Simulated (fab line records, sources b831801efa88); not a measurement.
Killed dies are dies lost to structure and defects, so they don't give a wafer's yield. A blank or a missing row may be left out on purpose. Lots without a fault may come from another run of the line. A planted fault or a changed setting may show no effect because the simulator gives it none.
Which tool did it? | flow sky130 | 10 lots, 30 wafers sampled, at 5 steps of a route of 708

WHAT THE GAUGES READ, wafer by wafer
SKY_VIA2_OVL_MEAS_13. Usual: VIA2_OVL -4 nm, standard deviation 5.2.
lot  | measured     | on         | VIA2_OVL (nm) | flag
L306 | day 37 02:10 | overlay-02 | -3 -11 -4     |
L308 | day 38 00:22 | overlay-01 | -4 -1 -3      |
L309 | day 38 15:10 | overlay-02 | -6 -4 -1      |
L310 | day 38 16:43 | overlay-01 | 0 -1 7        |
L313 | day 40 00:56 | overlay-02 | -3 -10 -8     |
L314 | day 40 01:53 | overlay-02 | -7 2 0        |
L316 | day 40 08:22 | overlay-01 | 0 -4 3        |
L317 | day 40 15:00 | overlay-02 | -2 0 -8       |
L320 | day 41 17:51 | overlay-02 | 1 -5 -2       |
L326 | day 43 05:40 | overlay-02 | -5 -8 -7      |

SKY_VIA2_RS_MEAS_22: measures by four-point-probe. Usual: VIA2_W_RS 0.2713 ohm/sq, standard deviation 0.0029.
lot  | measured     | on            | VIA2_W_RS (ohm/sq)                        | flag
L306 | day 37 03:10 | film_metro-01 | 0.2699 0.2689 0.2731                      |
L308 | day 38 01:17 | film_metro-02 | 0.2683 0.2671 0.2673                      |
L309 | day 38 16:08 | film_metro-03 | 0.2730 0.2642 0.2620                      |
L310 | day 38 20:23 | film_metro-02 | 0.2702 0.2735 0.2725                      |
L313 | day 40 01:55 | film_metro-03 | 0.2715 0.2669 0.2682                      |
L314 | day 40 02:55 | film_metro-02 | 0.2736 0.2752 0.2730                      |
L316 | day 40 09:24 | film_metro-03 | 0.2731 0.2727 0.2728                      |
L317 | day 40 15:57 | film_metro-02 | 0.2545 0.2498 0.2529 0.2549 0.2497 0.2532 | OFF
L320 | day 41 18:49 | film_metro-03 | 0.2537 0.2514 0.2504 0.2539 0.2511 0.2510 | OFF
L326 | day 43 06:35 | film_metro-01 | 0.2703 0.2688 0.2680                      |

SKY_VIA2_THK_MEAS_23: measures by xrf. Usual: VIA2_W_THK 410 nm, standard deviation 5.4.
lot  | measured     | on            | VIA2_W_THK (nm)         | flag
L306 | day 37 03:16 | film_metro-01 | 413 411 406             |
L308 | day 38 01:25 | film_metro-02 | 411 412 412             |
L309 | day 38 16:14 | film_metro-03 | 410 421 424             |
L310 | day 38 20:31 | film_metro-02 | 409 403 406             |
L313 | day 40 02:02 | film_metro-03 | 413 415 415             |
L314 | day 40 03:02 | film_metro-02 | 410 407 412             |
L316 | day 40 09:29 | film_metro-03 | 411 412 409             |
L317 | day 40 17:37 | film_metro-02 | 437 448 443 442 445 442 | OFF
L320 | day 42 02:46 | film_metro-03 | 443 445 447 441 445 450 | OFF
L326 | day 43 06:43 | film_metro-01 | 399 400 406             |

WHICH TOOL RAN EACH LOT (tool, then ch and the chambers of the sampled wafers, then the start)
lot  | SKY_METAL2_STRIP_20                  | SKY_VIA2_CVD_21
L306 | plasma_asher-03 ch 0,1, day 35 20:30 | cvd_w-02 ch 0,1, day 37 03:01
L308 | plasma_asher-04 ch 0,1, day 36 20:07 | cvd_w-02 ch 0,1, day 38 01:10
L309 | plasma_asher-01 ch 0,1, day 37 12:09 | cvd_w-01 ch 0,1, day 38 16:00
L310 | plasma_asher-01 ch 0,1, day 37 13:25 | cvd_w-02 ch 0,1, day 38 20:16
L313 | plasma_asher-01 ch 0,1, day 38 22:49 | cvd_w-02 ch 0,1, day 40 01:47
L314 | plasma_asher-01 ch 0,1, day 39 00:13 | cvd_w-02 ch 0,1, day 40 02:47
L316 | plasma_asher-04 ch 0,1, day 39 06:57 | cvd_w-01 ch 0,1, day 40 09:15
L317 | plasma_asher-03 ch 0,1, day 39 12:32 | cvd_w-02 ch 0,1, day 40 15:48
L320 | plasma_asher-04 ch 0,1, day 40 16:24 | cvd_w-02 ch 0,1, day 41 18:41
L326 | plasma_asher-03 ch 0,1, day 42 04:34 | cvd_w-01 ch 0, day 43 06:28
- SKY_METAL2_STRIP_20: strips in O2/N2.
- SKY_VIA2_CVD_21: deposits W, target thk 420 nm, time 126.4 s.

WHAT THE TOOLS THEMSELVES READ (means of the sampled wafers that have a number; where no wafer has one, the mark that the record gives instead)
SKY_METAL2_STRIP_20. Usual: drypump_motor_current_A 5.6 A, standard deviation 0.55; oes_product_au 0.343 a.u., standard deviation 0.0052; strip_time_to_endpoint_s 2.69 s, standard deviation 0.059.
lot  | tool            | drypump_motor_current_A (A) | oes_product_au (a.u.) | strip_time_to_endpoint_s (s) | flag
L306 | plasma_asher-03 | 5.6                         | 0.341                 | 2.71                         |
L308 | plasma_asher-04 | 6.3                         | 0.338                 | 2.59                         |
L309 | plasma_asher-01 | 5.4                         | 0.343                 | 2.67                         |
L310 | plasma_asher-01 | 5.4                         | 0.339                 | 2.61                         |
L313 | plasma_asher-01 | 5.4                         | 0.341                 | 2.61                         |
L314 | plasma_asher-01 | 5.4                         | 0.338                 | 2.73                         |
L316 | plasma_asher-04 | 5.8                         | 0.343                 | 2.65                         |
L317 | plasma_asher-03 | 5.5                         | 0.346                 | 2.72                         |
L320 | plasma_asher-04 | 6.3                         | 0.346                 | 2.73                         |
L326 | plasma_asher-03 | 5.6                         | 0.340                 | 2.69                         |

SKY_VIA2_CVD_21. Usual: chamber_pressure_Torr 40.01 Torr, standard deviation 0.08; heater_power_w 895 W, standard deviation 120.
lot  | tool     | chamber_pressure_Torr (Torr) | heater_power_w (W) | flag
L306 | cvd_w-02 | 39.97                        | 843                |
L308 | cvd_w-02 | 40.02                        | 853                |
L309 | cvd_w-01 | 39.99                        | 973                |
L310 | cvd_w-02 | 40.01                        | 932                |
L313 | cvd_w-02 | 39.98                        | 854                |
L314 | cvd_w-02 | 40.08                        | 847                |
L316 | cvd_w-01 | 40.02                        | 892                |
L317 | cvd_w-02 | 46.62                        | 947                | OFF
L320 | cvd_w-02 | 46.63                        | 942                | OFF
L326 | cvd_w-01 | 40.03                        | 952                |

THE ANSWER, worked out from the rows above alone
Rule: a lot is off if the mean of its wafers that have a number lies more than 3 standard deviations from the usual mean. A lot without any number at a reading at which 4 lots or more have one is off too. The other lots that the step has rows for count as sound. The gauges are gone through in route order, then the tools' own readings, and for those a lot's mean is taken as printed above. The first step at which some lot is off is used, and at that step the reading that is off furthest; a lot without a number counts as furthest.
Off: L317, L320, at SKY_VIA2_RS_MEAS_22 (VIA2_W_RS).
A tool fits if, at a process step before that reading, it ran every lot that is off, and no sound lot after the first of them. The gauges at SKY_VIA2_RS_MEAS_22 aren't tried: what is off there is off at SKY_VIA2_CVD_21 too, on other tools, and a gauge's error can't cause that. One fits: cvd_w-02 at SKY_VIA2_CVD_21. Its last sound lot is L314 (day 40 02:47), its first lot that is off L317 (day 40 15:48): a fault that began between those two fits.
The tool's own readings at SKY_VIA2_CVD_21 bear it out: on the lots that are off they differ by more than 5 times the standard deviation of the sound lots' means. chamber_pressure_Torr reads 46.62 Torr there against 40.01 Torr on the sound lots.

WHAT THE SIMULATOR HAD PUT IN
Process parameter drift: cvd_w-02, from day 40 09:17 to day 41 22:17, at SKY_VIA2_CVD_21. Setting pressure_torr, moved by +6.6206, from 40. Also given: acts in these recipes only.
Lots struck among those shown: L317, L320. The rule above found the same.
